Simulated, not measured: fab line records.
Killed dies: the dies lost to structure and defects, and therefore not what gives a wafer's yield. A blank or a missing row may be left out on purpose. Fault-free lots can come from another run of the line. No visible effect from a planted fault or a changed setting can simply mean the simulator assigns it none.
Which tool was responsible? -- flow sky130 -- 24 lots, 72 wafers sampled, at 6 steps of a route of 708

## WHAT THE GAUGES READ, wafer by wafer
SKY_VT_ADJUST_LVTN_OVL_MEAS_18.
lot,measured,on,VT_ADJUST_LVTN_01_OVL (nm)
L074,day 7 13:02,overlay-02,1.0 2.3 -0.8
L075,day 7 22:49,overlay-02,3.4 3.0 1.5
L076,day 8 05:22,overlay-02,0.9 0.2 2.1
L077,day 8 12:20,overlay-02,1.6 1.2 2.1
L078,day 8 19:38,overlay-02,0.8 -1.9 -3.2
L079,day 8 23:55,overlay-02,-0.4 0.2 0.4
L080,day 9 11:19,overlay-02,1.6 1.0 1.0
L081,day 9 14:43,overlay-01,0.6 0.3 1.0
L082,day 10 02:17,overlay-02,2.3 -0.5 0.7
L083,day 10 10:37,overlay-01,-1.3 -0.2 -1.7
L084,day 10 12:37,overlay-02,0.1 1.5 1.0
L085,day 10 22:46,overlay-01,2.4 1.8 -0.2
L086,day 11 02:23,overlay-01,1.4 -1.2 -1.3
L087,day 11 12:41,overlay-01,-2.9 -1.6 -2.1
L088,day 11 22:47,overlay-02,1.5 1.5 0.6
L089,day 12 00:37,overlay-01,-0.9 -2.6 -3.0
L090,day 12 07:59,overlay-02,0.1 -1.4 -1.5
L091,day 12 12:25,overlay-01,-1.7 0.6 -0.9
L092,day 12 17:52,overlay-01,0.5 1.3 0.9
L093,day 13 03:11,overlay-02,-1.0 1.0 -0.4
L094,day 13 09:25,overlay-01,-1.9 -3.4 -4.5
L095,day 13 16:10,overlay-02,-2.4 1.3 -1.5
L096,day 13 20:34,overlay-02,-0.9 2.9 -0.4
L097,day 14 04:58,overlay-01,1.5 0.2 0.7

SKY_VT_ADJUST_HVTR_TW_MEAS_11.
lot,measured,on,VT_ADJUST_HVTR_TW
L074,day 9 07:23,filmMetro-04,209.7 211.6 212.1
L075,day 9 17:59,filmMetro-03,211.4 210.1 210.0
L076,day 10 01:32,filmMetro-04,212.3 213.0 212.5
L077,day 10 09:08,filmMetro-04,212.1 213.0 212.9
L078,day 10 17:11,filmMetro-04,211.6 212.6 212.2
L079,day 10 22:05,filmMetro-04,213.0 212.2 212.3
L080,day 11 09:29,filmMetro-02,216.1 215.6 214.2
L081,day 11 13:32,filmMetro-03,210.8 211.0 209.6
L082,day 12 02:31,filmMetro-03,212.8 211.6 211.2
L083,day 12 08:59,filmMetro-03,210.9 211.5 211.9
L084,day 12 12:50,filmMetro-02,215.9 214.5 215.5
L085,day 12 22:44,filmMetro-03,213.4 211.6 213.1
L086,day 13 03:32,filmMetro-02,215.6 217.1 215.3
L087,day 13 14:40,filmMetro-04,212.2 213.1 212.0
L088,day 14 00:24,filmMetro-02,213.8 214.5 214.8
L089,day 14 02:23,filmMetro-04,209.5 208.6 210.4
L090,day 14 11:32,filmMetro-02,214.5 214.7 214.0
L091,day 14 15:14,filmMetro-02,214.1 213.5 213.7
L092,day 14 21:26,filmMetro-02,214.9 213.5 214.6
L093,day 15 07:39,filmMetro-04,210.9 211.3 210.5
L094,day 15 14:56,filmMetro-02,215.3 216.4 217.0
L095,day 15 22:32,filmMetro-03,210.5 210.9 209.1
L096,day 16 02:47,filmMetro-03,211.1 210.3 210.1
L097,day 16 11:26,filmMetro-03,210.5 211.0 212.4

SKY_RES_XHIGH_TW_MEAS_09.
lot,measured,on,RES_XHIGH_TW
L074,day 26 12:53,filmMetro-01,1599 1593 1586
L075,day 26 22:46,filmMetro-01,1592 1601 1606
L076,day 27 03:01,filmMetro-01,1612 1610 1605
L077,day 27 17:02,filmMetro-02,1672 1673 1657
L078,day 28 02:14,filmMetro-01,1618 1617 1616
L079,day 28 05:19,filmMetro-02,1643 1651 1660
L080,day 28 21:22,filmMetro-02,1658 1652 1648
L081,day 29 05:31,filmMetro-01,1604 1595 1600
L082,day 29 11:29,filmMetro-03,1610 1609 1611
L083,day 29 20:16,filmMetro-03,1612 1609 1620
L084,day 30 04:19,filmMetro-03,1620 1599 1607
L085,day 30 13:22,filmMetro-02,1666 1671 1662
L086,day 30 22:02,filmMetro-02,1662 1661 1660
L087,day 31 11:38,filmMetro-01,1611 1611 1611
L088,day 31 19:56,filmMetro-02,1661 1674 1668
L089,day 31 17:34,filmMetro-02,1655 1667 1663
L090,day 32 15:10,filmMetro-01,1607 1614 1616
L091,day 32 13:22,filmMetro-01,1620 1617 1608
L092,day 32 14:52,filmMetro-03,1619 1604 1605
L093,day 32 22:47,filmMetro-02,1674 1673 1676
L094,day 33 05:56,filmMetro-01,1617 1605 1613
L095,day 33 15:52,filmMetro-03,1624 1625 1622
L096,day 33 19:04,filmMetro-02,1688 1673 1686
L097,day 34 02:55,filmMetro-03,1615 1604 1611

SKY_VIA1_OVL_MEAS_13.
lot,measured,on,VIA1_OVL (nm)
L074,day 33 17:45,overlay-01,-6 -4 -5
L075,day 34 02:59,overlay-01,-5 -1 -5
L076,day 34 07:21,overlay-01,-4 -7 1
L077,day 34 20:54,overlay-01,3 6 7
L078,day 35 05:40,overlay-01,-5 -4 3
L079,day 35 06:20,overlay-02,1 -4 -4
L080,day 35 23:47,overlay-02,-7 -3 -11
L081,day 36 06:59,overlay-01,2 -2 -3
L082,day 36 11:58,overlay-02,-1 -8 -5
L083,day 36 21:26,overlay-02,2 -1 1
L084,day 37 04:24,overlay-02,-4 0 -2
L085,day 37 12:32,overlay-02,-1 1 -10
L086,day 37 23:03,overlay-01,7 4 1
L087,day 38 11:13,overlay-01,0 0 6
L088,day 38 17:46,overlay-02,1 -4 -7
L089,day 38 15:08,overlay-01,-9 -8 1
L090,day 39 14:00,overlay-02,0 -7 2
L091,day 39 10:17,overlay-02,-3 -1 -4
L092,day 39 13:20,overlay-02,-4 4 3
L093,day 39 19:37,overlay-02,-5 -6 -2
L094,day 40 02:21,overlay-01,-3 0 -4
L095,day 40 11:27,overlay-02,-3 -5 1
L096,day 40 14:39,overlay-01,5 -7 -4
L097,day 40 21:11,overlay-02,10 6 -1

## WHICH TOOL RAN EACH LOT (tool, then ch and the chambers of the sampled wafers, then the start)
lot,SKY_POLY_CUT_ETCH_10,SKY_LOCAL_INTERCONNECT_STRIP_15
L074,"rieDiel-03 ch 0,2,3, day 24 01:20","plasmaAsher-03 ch 0,1, day 30 03:45"
L075,"rieDiel-03 ch 2,3, day 24 12:38","plasmaAsher-01 ch 1, day 30 13:44"
L076,"rieDiel-02 ch 0,2,3, day 24 16:32","plasmaAsher-03 ch 0,1, day 30 17:36"
L077,"rieDiel-02 ch 0,1,2, day 25 07:08","plasmaAsher-03 ch 0,1, day 31 07:35"
L078,"rieDiel-02 ch 1,3, day 25 16:17","plasmaAsher-03 ch 1, day 31 17:17"
L079,"rieDiel-03 ch 2,3, day 25 19:44","plasmaAsher-03 ch 0,1, day 31 18:32"
L080,"rieDiel-03 ch 1,2, day 26 13:32","plasmaAsher-03 ch 0,1, day 32 11:02"
L081,"rieDiel-03 ch 0,2,3, day 26 19:59","plasmaAsher-01 ch 0,1, day 32 18:50"
L082,"rieDiel-02 ch 1,2, day 27 03:44","plasmaAsher-03 ch 0,1, day 33 00:59"
L083,"rieDiel-02 ch 1,2,3, day 27 11:18","plasmaAsher-01 ch 0,1, day 33 09:05"
L084,"rieDiel-02 ch 0,1,2, day 27 19:53","plasmaAsher-02 ch 0,1, day 33 16:53"
L085,"rieDiel-03 ch 0,2, day 28 04:35","plasmaAsher-01 ch 0,1, day 34 01:29"
L086,"rieDiel-02 ch 0,1,3, day 28 14:14","plasmaAsher-01 ch 0,1, day 34 12:17"
L087,"rieDiel-02 ch 0,1,3, day 29 03:44","plasmaAsher-03 ch 0,1, day 34 23:26"
L088,"rieDiel-03 ch 1,2, day 29 11:59","plasmaAsher-01 ch 0,1, day 35 06:11"
L089,"rieDiel-02 ch 0,2,3, day 29 09:56","plasmaAsher-01 ch 1, day 35 04:40"
L090,"rieDiel-02 ch 1,2,3, day 30 07:14","plasmaAsher-03 ch 0, day 36 02:52"
L091,"rieDiel-02 ch 0,1, day 30 06:02","plasmaAsher-01 ch 0,1, day 36 00:28"
L092,"rieDiel-01 ch 0,1, day 30 06:53","plasmaAsher-01 ch 0,1, day 36 02:06"
L093,"rieDiel-02 ch 0,1, day 30 15:53","plasmaAsher-03 ch 0,1, day 36 09:34"
L094,"rieDiel-03 ch 0,1,2, day 30 23:08","plasmaAsher-01 ch 0,1, day 36 16:03"
L095,"rieDiel-02 ch 0,1, day 31 09:38","plasmaAsher-02 ch 0,1, day 37 02:26"
L096,"rieDiel-01 ch 0,1,2, day 31 13:17","plasmaAsher-02 ch 0,1, day 37 05:21"
L097,"rieDiel-03 ch 0,1,2, day 31 20:47","plasmaAsher-02 ch 0,1, day 37 13:15"
- SKY_POLY_CUT_ETCH_10: etches BARC in N2/H2, stops on SiO2, time 45.9 s, target depth 60 nm.
- SKY_LOCAL_INTERCONNECT_STRIP_15: strips in O2/N2.

## WHAT THE TOOLS THEMSELVES READ (means of the sampled wafers that have a number; where no wafer has one, the mark that the record gives instead)
SKY_POLY_CUT_ETCH_10.
lot,tool,drypumpMotorCurrentA (A),oesProductAu (a.u.),throttleValvePct (%)
L074,rieDiel-03,5.1,0.853,13.221
L075,rieDiel-03,5.1,0.861,13.232
L076,rieDiel-02,5.6,0.852,13.221
L077,rieDiel-02,6.0,0.853,13.227
L078,rieDiel-02,5.7,0.854,13.221
L079,rieDiel-03,5.1,0.859,13.227
L080,rieDiel-03,5.0,0.857,13.218
L081,rieDiel-03,5.1,0.858,13.222
L082,rieDiel-02,6.2,0.856,13.227
L083,rieDiel-02,5.8,0.849,13.227
L084,rieDiel-02,5.9,0.856,13.228
L085,rieDiel-03,5.0,0.861,13.223
L086,rieDiel-02,5.5,0.857,13.227
L087,rieDiel-02,5.5,0.858,13.217
L088,rieDiel-03,4.9,0.853,13.222
L089,rieDiel-02,5.6,0.853,13.228
L090,rieDiel-02,5.8,0.854,13.228
L091,rieDiel-02,5.8,0.855,13.229
L092,rieDiel-01,5.9,0.855,13.223
L093,rieDiel-02,5.7,0.859,13.220
L094,rieDiel-03,5.0,0.860,13.231
L095,rieDiel-02,5.7,0.853,13.214
L096,rieDiel-01,5.6,0.858,13.226
L097,rieDiel-03,5.0,0.853,13.224

SKY_LOCAL_INTERCONNECT_STRIP_15.
lot,tool,drypumpMotorCurrentA (A),oesProductAu (a.u.),stripTimeToEndpointS (s)
L074,plasmaAsher-03,6.22,0.426,4.716
L075,plasmaAsher-01,6.36,0.428,4.709
L076,plasmaAsher-03,6.24,0.428,4.702
L077,plasmaAsher-03,6.26,0.423,4.703
L078,plasmaAsher-03,6.30,0.422,4.690
L079,plasmaAsher-03,6.21,0.428,4.714
L080,plasmaAsher-03,6.26,0.431,4.700
L081,plasmaAsher-01,6.25,0.427,4.696
L082,plasmaAsher-03,6.26,0.428,4.708
L083,plasmaAsher-01,6.14,0.432,4.722
L084,plasmaAsher-02,6.50,0.429,4.701
L085,plasmaAsher-01,6.14,0.430,4.703
L086,plasmaAsher-01,6.13,0.429,4.731
L087,plasmaAsher-03,6.25,0.427,4.710
L088,plasmaAsher-01,6.14,0.430,4.707
L089,plasmaAsher-01,6.36,0.426,4.727
L090,plasmaAsher-03,6.21,0.426,4.699
L091,plasmaAsher-01,6.15,0.428,4.717
L092,plasmaAsher-01,6.26,0.429,4.712
L093,plasmaAsher-03,6.23,0.428,4.697
L094,plasmaAsher-01,6.14,0.427,4.690
L095,plasmaAsher-02,6.29,0.424,4.691
L096,plasmaAsher-02,6.49,0.432,4.694
L097,plasmaAsher-02,6.50,0.429,4.676

## THE ANSWER, worked out from the rows above alone
Rule: the lots themselves supply what counts as usual. The widest of any qualifying gaps counts: lots, ordered by their means at a reading, are off when they make up no more than a third of the lots, leave a main group of 4 or more, and stand apart from it by 3 or more times the standard deviation of that group's means. A main group is skipped when, at the precision printed for the reading in the tables above, its means are all equal. Also off: a lot with no number at a reading for which 4 or more lots have one. All remaining lots with rows at the step are treated as sound. Order of review: gauges by route order, followed by the tools' own readings, for which a lot's mean as printed above is used. The first step at which some lot is off is used, and at that step the reading that is off furthest; a lot without a number counts as furthest.
Nothing can be told from this: no lot is off at any reading shown.

## WHAT HAD BEEN PUT IN BY THE SIMULATOR
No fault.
